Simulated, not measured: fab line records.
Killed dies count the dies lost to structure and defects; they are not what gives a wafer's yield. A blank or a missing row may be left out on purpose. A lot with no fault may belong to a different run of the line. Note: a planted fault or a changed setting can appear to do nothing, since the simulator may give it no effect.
2 desks, one fault ; flow sfq-line ; numbers are kept per desk, each desk with only its own; the story behind them comes last

THE TOOL OWNER'S DESK: rie-metal-04
The tool's own readings at SFQ_TRILAYER_M1_BARC_OPEN_METAL_ETCH_054 (etches BARC in O2, target depth 125 nm, time 41.7 s): means of the sampled wafers that have a number, for each lot that ran on this tool. Marked OUT: a lot whose mean sits more than 4 standard deviations from the usual mean, which makes it out of limits; the brackets give that distance.
Columns: A = drypump-motor-current-A at SFQ_TRILAYER_M1_BARC_OPEN_METAL_ETCH_054, usual 6.1 A; B = he-backside-leak-sccm at SFQ_TRILAYER_M1_BARC_OPEN_METAL_ETCH_054, usual 3.51 sccm; C = oes-product-au at SFQ_TRILAYER_M1_BARC_OPEN_METAL_ETCH_054, usual 0.685 a.u.
lot;first seen here;A;B;C
L641;day 22 23:07;6.4;3.58;0.683
L651;day 26 15:51;5.8;3.50;0.689
L653;day 26 18:15;5.6;3.43;0.688
Result from this desk: across the 3 lots, nothing is out of limits.

METROLOGY DESK
What the gauges read, lot by lot, whatever tool the lot ran on: means of the sampled wafers that have a number. Marked OUT: a lot whose mean sits more than 4 standard deviations from the usual mean, which makes it out of limits; the brackets give that distance.
Columns: A = M1_NB_RS at SFQ_M1_RS_MEAS_909, usual 0.889 ohm/sq; B = M1_OVL at SFQ_M1_OVL_MEAS_911, usual 0 nm
lot;first seen here;A;B
L641;day 16 19:58;0.877;0
L643;day 17 04:21;0.902;4
L651;day 20 22:57;0.877;8
L653;day 21 01:23;0.896;-2
L656;day 21 04:57;0.887;-1
L660;day 21 09:57;0.882;3
Result from this desk: across the 6 lots, nothing is out of limits.

BROUGHT TOGETHER
Nothing out of limits was seen by the tool owner's desk.
Metrology desk: nothing out of limits seen.

WHAT THE SIMULATOR HAD INSERTED
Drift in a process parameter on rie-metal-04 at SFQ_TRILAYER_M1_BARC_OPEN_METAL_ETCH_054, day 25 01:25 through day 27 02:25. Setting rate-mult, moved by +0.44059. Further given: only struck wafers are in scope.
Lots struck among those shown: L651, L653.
